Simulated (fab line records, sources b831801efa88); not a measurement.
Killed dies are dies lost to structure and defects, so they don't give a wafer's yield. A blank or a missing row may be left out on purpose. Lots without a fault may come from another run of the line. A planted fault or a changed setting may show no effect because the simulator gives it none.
fab line records | flow sky130
record lots=7 wafers=21 last_day=50
route steps=708 shown CAP2M@614 METAL4@621
lots that met no fault: from a run of the same line without faults
start_h: hours from the record's first day to the start of the lot's first wafer shown | wait_h: hours since the lot's step before | " the same as in the row above | L1.1+2: a row that stands for several wafers | - no value, or no start given | * or withheld: withheld | < > ~ a bound
route shown NAME@n: a module of which the file shows steps, and the number in the route of the first | usual: mean/standard deviation of fault-free wafers | same: alike in all rows | chamber/n: place in a boat | sites: the reading at each site | _std_site: their standard deviation | _edge_site: outer sites' mean less inner sites' | radius_mm: how far each site lies from the wafer's centre | mask NAME#n: copy n | behind: the tool/chamber that last shaped the wafer | hold: why the lot was held/for how many hours/how that ended | device: the transistor (n, p or np) that didn't switch | end of line: the same wafers' tests at the end of the route | a step without rows: its recipe alone | killed: dies lost to structure and defects at the first sort, not the wafer's yield | map: a wafer's dies, x killed, . not, _ none there
set.NAME: the setting as run; set.NAME@STEP: as run at that earlier step | model.NAME: the simulator's own value behind a step, which no gauge read
lots at some steps of the route; a table a step, a row a wafer
services: from which hour (start_h, from the record's first day; less than 0 if before it) a tool's chamber was out of use, for how many hours, and why
## steps
# step SKY_CAP2M_DEVELOP_11
# recipe resist=NOVOLAK developer=TMAH develop_time_s=60 dev_temp_c=23
# step SKY_CAP2M_OVL_MEAS_12
# usual CAP2M_OVL=-0.4/1.1
# columns lot.wafer tool chamber start_h wait_h CAP2M_OVL[nm]
L242.1 overlay-01 - 969.24 0.1 0.6
L242.3 " - " " -0.7
L242.6 " - " " 0.0
L249.2 overlay-01 - 1015.02 0.1 -1.2
L249.4 " - " " 1.0
L249.5 " - " " 0.9
L259.4 overlay-02 - 1073.68 0.1 -1.7
L259.5 " - " " -1.5
L259.6 " - " " -0.1
L260.1 overlay-01 - 1081.46 0.1 -1.2
L260.2 " - " " -0.8
L260.3 " - " " -1.1
L261.1 overlay-01 - 1084.09 0.1 1.6
L261.4 " - " " -2.0
L261.5 " - " " -1.7
L262.2 overlay-01 - 1093.02 0.1 -1.3
L262.3 " - " " 2.0
L262.4 " - " " 0.5
L264.1 overlay-01 - 1104.46 0.1 -1.8
L264.2 " - " " 0.0
L264.4 " - " " -0.2
# step SKY_CAP2M_METAL_ETCH_13
# recipe target_depth_nm=220 stop_on=SiO2 chemistry=Cl2/BCl3 target=TiN pressure_mtorr=10 icp_w=900 bias_w=48.5 Cl2_flow_sccm=60 bcl3_flow_sccm=30 time_s=62.9
# usual drypump_motor_current_A=5.8/0.43 oes_product_au=0.940/0.0082 throttle_valve_pct=21.903/0.0097
# columns lot.wafer tool chamber start_h wait_h drypump_motor_current_A oes_product_au rf_hours_counter_h throttle_valve_pct
L242.1 rie_metal-02 1 969.28 0.0 5.8 0.936 4 21.907
L242.3 " 0 " " 5.1 0.922 - 21.895
L242.6 " 0 " " 5.2 0.923 - 21.910
L249.2 rie_metal-04 1 1015.05 0.0 6.0 0.942 17 21.889
L249.4 " 1 " " 6.0 0.938 - 21.904
L249.5 " 1 " " 6.0 0.939 - 21.897
L259.4 rie_metal-02 1 1073.73 0.0 5.8 0.941 - 21.888
L259.5 " 0 " " 5.1 0.941 - 21.909
L259.6 " 1 " " 5.8 0.943 - 21.895
L260.1 rie_metal-04 1 1081.50 0.0 6.0 0.956 20 21.899
L260.2 " 0 " " 6.5 0.937 7 21.898
L260.3 " 0 " " 6.5 0.958 - 21.896
L261.1 rie_metal-04 1 1084.13 0.0 6.0 0.936 21 21.902
L261.4 " 0 " " 6.5 0.931 - 21.911
L261.5 " 1 " " 6.1 0.918 - 21.930
L262.2 rie_metal-01 0 1093.05 0.0 5.6 0.930 17 21.905
L262.3 " 0 " " 5.6 0.942 - 21.910
L262.4 " 1 " " 5.6 0.929 - 21.896
L264.1 rie_metal-01 0 1104.50 0.0 5.6 0.945 18 21.909
L264.2 " 1 " " 5.6 0.951 13 21.907
L264.4 " 1 " " 5.6 0.940 - 21.903
# step SKY_CAP2M_STRIP_14
# recipe chemistry=O2/N2 power_w=1400 pressure_mtorr=1500 platen_temp_c=withheld o2_flow_sccm=3000 n2_flow_sccm=300 overash_fraction=0.5
# usual drypump_motor_current_A=5.5/0.42 oes_product_au=0.711/0.0043 strip_time_to_endpoint_s=12.65/0.038
# columns lot.wafer tool chamber start_h wait_h drypump_motor_current_A oes_product_au rf_hours_counter_h strip_time_to_endpoint_s
L242.1 plasma_asher-04 0 969.36 0.1 5.5 0.704 87 12.64
L242.3 " 1 " " 4.9 0.707 - 12.66
L242.6 " 0 " " 5.5 0.712 - 12.68
L249.2 plasma_asher-02 1 1015.13 0.1 5.9 0.718 60 12.60
L249.4 " 0 " " 5.2 0.709 - 12.67
L249.5 " 1 " " 5.9 0.708 - 12.60
L259.4 plasma_asher-02 0 1073.81 0.1 5.2 0.707 - 12.68
L259.5 " 0 " " 5.2 0.713 - 12.73
L259.6 " 1 " " 5.9 0.712 - 12.68
L260.1 plasma_asher-03 1 1081.58 0.1 6.2 0.717 2 12.64
L260.2 " 0 " " 5.3 0.701 2 12.63
L260.3 " 1 " " 6.2 0.711 - 12.63
L261.1 plasma_asher-04 0 1084.21 0.1 5.5 0.704 98 12.56
L261.4 " 0 " " 5.5 0.709 - 12.59
L261.5 " 0 " " 5.5 0.714 - 12.63
L262.2 plasma_asher-04 0 1093.13 0.1 5.5 0.715 99 12.69
L262.3 " 0 " " 5.5 0.707 - 12.69
L262.4 " 1 " " 4.9 0.709 - 12.70
L264.1 plasma_asher-03 1 1104.58 0.1 6.2 0.705 4 12.70
L264.2 " 0 " " 5.3 0.707 4 12.68
L264.4 " 1 " " 6.2 0.709 - 12.69
# step SKY_CAP2M_STRIP_15
# recipe chemistry=post_etch_residue_remover time_s=1200 temp_c=72.5
# step SKY_CAP2M_CLEAN_16
# recipe chemistry=IPA time_s=180 temp_c=25
# step SKY_CAP2M_CLEAN_17
# recipe chemistry=O3/DIW dry=n2_spin
# step SKY_METAL4_DEHYDRATE_05
# recipe temp_c=200 time_s=60
# step SKY_METAL4_HMDS_06
# recipe prime_time_s=60 prime_temp_c=120
# step SKY_METAL4_COAT_07
# recipe resist=BARC temp_c=withheld time_s=withheld spin_rpm=3000 resist_thk_nm=60
# step SKY_METAL4_COAT_08
# recipe resist=KrF-thick spin_rpm=3000 resist_thk_nm=1140
# step SKY_METAL4_SOFTBAKE_09
# recipe temp_c=100 time_s=90 resist=KrF-thick
# step SKY_METAL4_EXPOSE_10
# recipe mask_id=MM4 na=0.68 source_shape=annular sigma_inner=0.4 sigma_outer=0.8 target_cd_nm=300 dose_mj=28
# usual exposure_dose_mJ_cm2=27.97/0.041 focus_offset_nm=0.0/0.51 na=0.68/0
# columns lot.wafer tool chamber start_h wait_h mask exposure_dose_mJ_cm2 focus_offset_nm na
L242.1 krf_scanner-02 0 982.64 - MM4#0 27.99 0.3 0.68
L242.3 " 0 " " MM4#0 28.02 0.5 0.68
L242.6 " 0 " " MM4#0 28.01 -0.2 0.68
L249.2 krf_scanner-01 0 1027.57 - MM4#0 27.91 -0.5 0.68
L249.4 " 0 " " MM4#0 27.95 -0.5 0.68
L249.5 " 0 " " MM4#0 27.94 -0.6 0.68
L259.4 krf_scanner-02 - 1085.06 - MM4#0 - - -
L259.5 " - " " MM4#0 - - -
L259.6 " - " " MM4#0 - - -
L260.1 krf_scanner-02 - 1092.29 - MM4#0 - - -
L260.2 " - " " MM4#0 - - -
L260.3 " - " " MM4#0 - - -
L261.1 krf_scanner-02 - 1095.24 - MM4#0 - - -
L261.4 " - " " MM4#0 - - -
L261.5 " - " " MM4#0 - - -
L262.2 krf_scanner-02 0 1104.06 - MM4#0 27.96 0.5 0.68
L262.3 " 0 " " MM4#0 28.01 -0.1 0.68
L262.4 " 0 " " MM4#0 27.98 -0.5 0.68
L264.1 krf_scanner-01 0 1115.45 - MM4#0 27.94 0.2 0.68
L264.2 " 0 " " MM4#0 27.96 0.9 0.68
L264.4 " 0 " " MM4#0 27.85 1.0 0.68
# step SKY_METAL4_PEB_11
# recipe peb_temp_c=withheld peb_time_s=withheld resist=KrF-thick
## services
# columns tool chamber start_h hours kind
krf_scanner-01 - 950.76 0.8 pm
plasma_asher-04 - 952.03 2.8 pm
plasma_asher-04 - 957.08 2.3 repair
krf_scanner-02 - 971.49 1.3 pm
krf_scanner-01 - 975.21 1.3 pm
krf_scanner-02 - 977.74 1.3 repair
plasma_asher-04 - 979.60 3.0 repair
krf_scanner-02 0 980.27 - calibration
rie_metal-01 - 990.28 0.9 repair
rie_metal-02 - 994.70 0.3 repair
rie_metal-01 - 1003.12 2.8 pm
krf_scanner-01 - 1017.75 3.4 repair
rie_metal-01 - 1024.30 0.3 repair
krf_scanner-01 - 1049.14 3.6 pm
rie_metal-01 1 1049.29 3.8 repair
plasma_asher-03 - 1055.25 9.0 pm
rie_metal-02 - 1062.03 1.7 repair
krf_scanner-02 - 1063.63 0.8 pm
rie_metal-01 1 1066.39 1.5 repair
rie_metal-02 - 1083.03 1.4 pm
krf_scanner-01 - 1084.76 1.0 pm
krf_scanner-02 - 1088.60 1.0 pm
rie_metal-02 0 1101.75 5.4 repair
plasma_asher-03 - 1106.47 2.8 pm
## key
first_sign step=SKY_METAL4_EXPOSE_10 reading=tool_record direction=missing
effect none on later readings
met_at SKY_METAL4_EXPOSE_10
struck_wafers L259.4,L259.5,L259.6,L260.1,L260.2,L260.3,L261.1,L261.4,L261.5
later_rows_left_out L259.4,L259.5,L259.6,L260.1,L260.2,L260.3,L261.1,L261.4,L261.5
sort_left_out L259.4,L259.5,L259.6,L260.1,L260.2,L260.3,L261.1,L261.4,L261.5
tester_left_out L259
onset_between 982.64 1085.06
earlier_fault kind=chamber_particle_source tool=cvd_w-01 chamber=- onset_h=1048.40 steps=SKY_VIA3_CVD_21 rate_per_visit_cm2=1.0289
earlier_fault kind=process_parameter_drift tool=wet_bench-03 chamber=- onset_h=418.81 steps=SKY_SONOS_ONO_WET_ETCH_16 channel=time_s offset=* shape=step end_h=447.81 acts_in=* stated=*
fault kind=skipped_step_whole tool=krf_scanner-02 chamber=- onset_h=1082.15 steps=SKY_METAL4_EXPOSE_10 scope=struck_lots_only
# tester_left_out: of these lots the tester's yield and bins aren't shown, on N5 and GAA mostly nor the transistor test; their killed dies are dies lost to structure and defects alone, not to doping, threshold or leakage, so they don't give the yield
# sort_left_out: the simulated sort isn't trusted on such a fault, so these wafers' sort isn't shown, and their yield isn't known
# later_rows_left_out: the simulator's readings of these wafers behind a module that went badly wrong aren't trusted and aren't shown, but for the sort
